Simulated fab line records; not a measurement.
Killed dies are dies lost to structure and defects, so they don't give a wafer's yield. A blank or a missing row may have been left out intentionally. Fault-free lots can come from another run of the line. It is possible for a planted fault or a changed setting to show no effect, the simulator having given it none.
Which tool was responsible? -- flow gf180mcu -- Sampling: 12 lots, 36 wafers, 5 of 602 route steps

== WHAT EACH GAUGE READ, for each wafer ==
GF_CONTACT_CD_MEAS_14: target cd 220 nm.
lot,measured,on,cd-nm (nm)
L931,day 16 04:34,cd-sem-02,219.7 217.8 219.2
L932,day 16 05:59,cd-sem-02,221.0 220.7 220.6
L935,day 17 09:10,cd-sem-01,220.8 220.5 220.5
L937,day 18 07:32,cd-sem-01,221.7 220.0 220.0
L938,day 18 10:16,cd-sem-02,221.0 221.1 221.5
L939,day 18 19:25,cd-sem-02,218.5 218.6 216.9
L940,day 19 02:47,cd-sem-01,219.0 217.8 218.7
L947,day 22 02:50,cd-sem-01,220.5 219.8 219.9
L948,day 22 06:28,cd-sem-02,219.8 219.3 219.6
L949,day 22 16:32,cd-sem-01,218.2 219.5 219.4
L950,day 23 06:28,cd-sem-02,218.5 219.0 220.3
L953,day 24 09:10,cd-sem-01,220.5 218.3 218.9

GF_M1_CD_MEAS_14: target cd 230 nm.
lot,measured,on,cd-nm (nm)
L931,day 17 04:44,cd-sem-02,229.8 228.2 229.6
L932,day 17 05:14,cd-sem-01,230.8 231.6 231.3
L935,day 18 09:26,cd-sem-02,231.0 230.4 230.8
L937,day 19 08:35,cd-sem-01,227.8 228.4 229.3
L938,day 19 11:56,cd-sem-01,229.3 231.2 230.4
L939,day 19 21:28,cd-sem-02,228.4 229.2 229.3
L940,day 20 05:08,cd-sem-01,229.6 230.8 231.0
L947,day 23 03:15,cd-sem-02,232.2 233.1 231.5
L948,day 23 07:10,cd-sem-02,241.7 240.9 242.4
L949,day 23 16:35,cd-sem-02,243.8 243.7 244.8
L950,day 24 06:04,cd-sem-02,237.7 237.4 237.2
L953,day 25 08:05,cd-sem-01,230.5 231.0 229.7

GF_M1_OVL_MEAS_15.
lot,measured,on,M1_OVL (nm)
L931,day 17 04:51,overlay-01,-6 -1 -2
L932,day 17 05:21,overlay-02,-9 -5 -9
L935,day 18 09:33,overlay-01,-5 -5 -6
L937,day 19 08:42,overlay-02,-9 -14 -10
L938,day 19 12:03,overlay-02,-10 -16 -11
L939,day 19 21:35,overlay-02,-10 -9 -4
L940,day 20 05:15,overlay-01,6 2 0
L947,day 23 03:21,overlay-01,-3 -7 -6
L948,day 23 07:16,overlay-02,-1 -6 -5
L949,day 23 16:42,overlay-02,-5 -4 -6
L950,day 24 06:11,overlay-02,-5 -10 -3
L953,day 25 08:12,overlay-02,5 0 4

== WHAT TOOL EACH LOT RAN ON (gives the tool, then ch and the chambers of the sampled wafers, and finally the start) ==
lot,GF_CONTACT_SPUTTER_22,GF_M1_EXPOSE_11
L931,"pvd-sputter-03, day 16 05:11","krf-scanner-01 ch 0, day 16 18:25"
L932,"pvd-sputter-01, day 16 06:35","krf-scanner-01 ch 0, day 16 18:32"
L935,"pvd-sputter-01, day 17 09:47","krf-scanner-01 ch 0, day 17 22:23"
L937,"pvd-sputter-02, day 18 08:09","krf-scanner-01 ch 0, day 18 20:36"
L938,"pvd-sputter-02, day 18 10:55","krf-scanner-01 ch 0, day 19 00:11"
L939,"pvd-sputter-01, day 18 20:03","krf-scanner-02 ch 0, day 19 09:37"
L940,"pvd-sputter-01, day 19 03:24","krf-scanner-02 ch 0, day 19 16:13"
L947,"pvd-sputter-02, day 22 03:26","krf-scanner-02 ch 0, day 22 16:00"
L948,"pvd-sputter-02, day 22 07:03","krf-scanner-01 ch 0, day 22 19:20"
L949,"pvd-sputter-02, day 22 17:09","krf-scanner-01 ch 0, day 23 06:08"
L950,"pvd-sputter-01, day 23 07:11","krf-scanner-01 ch 0, day 23 19:02"
L953,"pvd-sputter-03, day 24 09:48","krf-scanner-02 ch 0, day 24 21:21"
- GF_CONTACT_SPUTTER_22: material Ti, target thk 15 nm, time 80.02 s.
- GF_M1_EXPOSE_11: exposes mask Metal1, target cd 230 nm.

== AS READ BY THE TOOLS THEMSELVES (means over the sampled wafers that have a number; for cases with no such wafer, the mark the record gives instead) ==
GF_CONTACT_SPUTTER_22.
lot,tool,throttle-valve-pct (%)
L931,pvd-sputter-03,29.0
L932,pvd-sputter-01,30.4
L935,pvd-sputter-01,29.8
L937,pvd-sputter-02,29.9
L938,pvd-sputter-02,29.8
L939,pvd-sputter-01,29.8
L940,pvd-sputter-01,30.8
L947,pvd-sputter-02,29.9
L948,pvd-sputter-02,30.0
L949,pvd-sputter-02,30.4
L950,pvd-sputter-01,29.7
L953,pvd-sputter-03,29.1

GF_M1_EXPOSE_11.
lot,tool,exposure-dose-mJ-cm2,stage-vel-mm-s (mm/s)
L931,krf-scanner-01,27.979,500.03
L932,krf-scanner-01,27.993,499.95
L935,krf-scanner-01,28.008,499.82
L937,krf-scanner-01,28.011,499.99
L938,krf-scanner-01,28.003,500.34
L939,krf-scanner-02,27.986,500.22
L940,krf-scanner-02,28.004,500.08
L947,krf-scanner-02,27.980,499.90
L948,krf-scanner-01,25.710,500.31
L949,krf-scanner-01,25.719,500.14
L950,krf-scanner-01,26.527,500.12
L953,krf-scanner-02,27.991,500.04

== THE ANSWER, worked out from the rows above alone ==
Rule: the lots themselves supply what counts as usual. Put in order of their means at a reading, lots are off if they are a third of the lots or fewer, leave a main group of 4 or more, and stand apart from it by a gap of 3 or more times the standard deviation of the main group's means; of several such gaps the widest counts. If all means in a main group match to the digits the tables above print for the reading, that group is not used. A lot without any number at a reading at which 4 lots or more have one is off too. Where the step has rows for the other lots, those lots are counted as sound. Order of review: gauges by route order, followed by the tools' own readings, for which a lot's mean as printed above is used. The first step at which some lot is off is used, and at that step the reading that is off furthest; a lot without a number counts as furthest.
Off at GF_M1_CD_MEAS_14 (cd-nm): L948, L949, L950. The main group: mean 230.2 nm, standard deviation 1.1.
If a tool, at a process step before that reading, ran all the lots that are off and no sound lot after the first of them, it fits. Not tried: the gauges at GF_M1_CD_MEAS_14; whatever is off there is also off at GF_M1_EXPOSE_11, on other tools, and gauge error can't account for it. One candidate fits, namely krf-scanner-01 at GF_M1_EXPOSE_11. Its last sound lot is L938 (day 19 00:11), its first lot that is off L948 (day 22 19:20): a fault that began between those two fits.
On the lots that are off, the tool's own readings at GF_M1_EXPOSE_11 differ by more than 5 times the standard deviation of the sound lots' means, which bears it out; exposure-dose-mJ-cm2 reads 25.985 there versus 27.995 on the sound lots.

== WHAT THE SIMULATOR HAD PUT IN ==
Process parameters drifting: krf-scanner-01 at GF_M1_EXPOSE_11, beginning at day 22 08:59. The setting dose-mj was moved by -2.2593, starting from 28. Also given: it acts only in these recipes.
Struck lots among those shown: L948, L949, L950. The rule above reached the same finding.
